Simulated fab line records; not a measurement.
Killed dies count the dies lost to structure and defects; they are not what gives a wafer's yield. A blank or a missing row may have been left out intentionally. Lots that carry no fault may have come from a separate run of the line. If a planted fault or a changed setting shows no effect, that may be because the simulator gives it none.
Matching of chambers | flow sky130 | SKY_CAPM_CVD_00 on pecvd-01: 3 sister chambers
The step deposits SiO2, target thk 15.5 nm. 3 wafers are shown with their chamber, then 8 later ones without.

WAFERS, EACH WITH ITS CHAMBER
wafer  | chamber | heaterPowerW (W)
L089.1 | 0       | 836
L089.3 | 2       | 670
L090.1 | 1       | 591

WAFERS WITH NO CHAMBER GIVEN
wafer  | heaterPowerW (W)
L090.2 | 829
L090.6 | 823
L094.2 | 687
L094.3 | 711
L094.4 | 702
L096.1 | 654
L096.3 | 870
L096.4 | 656

WHICH CHAMBER EACH ONE RAN IN
wafer  | from the rows above     | in truth
L090.2 | 0                       | 0
L090.6 | 0                       | 0
L094.2 | 2                       | 2
L094.3 | 2                       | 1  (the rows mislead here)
L094.4 | 2                       | 2
L096.1 | can't be placed: 2 or 1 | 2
L096.3 | 0                       | 0
L096.4 | 2                       | 2
6 of 8 placed correctly. Cannot be placed on the basis of these rows: 1; the candidates contain the true chamber in 1. 1 placed wrongly.
How it was worked out, from the rows above alone: a wafer's distance from a chamber is the root of the sum, over the readings, of the square of ((its reading less the chamber's mean) divided by the reading's scatter). The wafer belongs to the nearest chamber; if the next one is less than 2 further off, it can't be placed. For every chamber, the mean is computed from those of its wafers that are shown. The scatter: root of mean squared gap, hidden wafer to nearest shown wafer, with one shown wafer a chamber.
